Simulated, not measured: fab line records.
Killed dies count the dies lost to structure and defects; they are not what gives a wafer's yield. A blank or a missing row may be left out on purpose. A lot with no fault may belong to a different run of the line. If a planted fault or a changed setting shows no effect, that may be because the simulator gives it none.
One fault seen from 2 desks -- flow gf180mcu -- numbers are kept per desk, each desk with only its own; the story behind them comes last

== FOR THE TOOL OWNER'S DESK: lithoTrack-03 ==
The tool's own readings at GF_DNWELL_DEVELOP_06 (develop time 60 s): means of the sampled wafers that have a number, for each lot that ran on this tool. Any lot whose mean is over 4 standard deviations away from the usual mean is out of limits and marked OUT; that distance is given in the brackets.
Columns: A = resistLineTempC at GF_DNWELL_DEVELOP_06, usual 23.00 C
lot,first seen here,A
L724,day 2 19:00,22.97
L728,day 3 19:00,22.93
L729,day 3 21:00,23.06
L733,day 4 18:00,22.96
L737,day 5 16:00,23.01
This desk's verdict: no lot among the 5 shows anything out of limits.

== METROLOGY DESK ==
Lot by lot, what the gauges showed, no matter which tool ran the lot: averages of those sampled wafers that carry a number. Any lot whose mean is over 4 standard deviations away from the usual mean is out of limits and marked OUT; that distance is given in the brackets.
Columns: A = M5_OVL at GF_M5_OVL_MEAS_08, usual -2 nm
lot,first seen here,A
L724,day 26 21:10,13
L725,day 27 02:52,6
L729,day 28 11:51,1
L728,day 28 15:10,1
L730,day 28 16:31,-14
L731,day 29 02:34,2
L733,day 29 16:37,-2
L737,day 30 18:49,-3
L738,day 31 03:10,-2
L741,day 31 20:46,1
L742,day 32 01:09,-4
L745,day 32 23:22,-2
L746,day 33 03:33,-2
L747,day 33 06:25,0
This desk's verdict: no lot among the 14 shows anything out of limits.

== PUT TOGETHER ==
Nothing out of limits was seen by the tool owner's desk.
The metrology desk saw nothing out of limits.

== WHAT THE SIMULATOR HAD PUT IN ==
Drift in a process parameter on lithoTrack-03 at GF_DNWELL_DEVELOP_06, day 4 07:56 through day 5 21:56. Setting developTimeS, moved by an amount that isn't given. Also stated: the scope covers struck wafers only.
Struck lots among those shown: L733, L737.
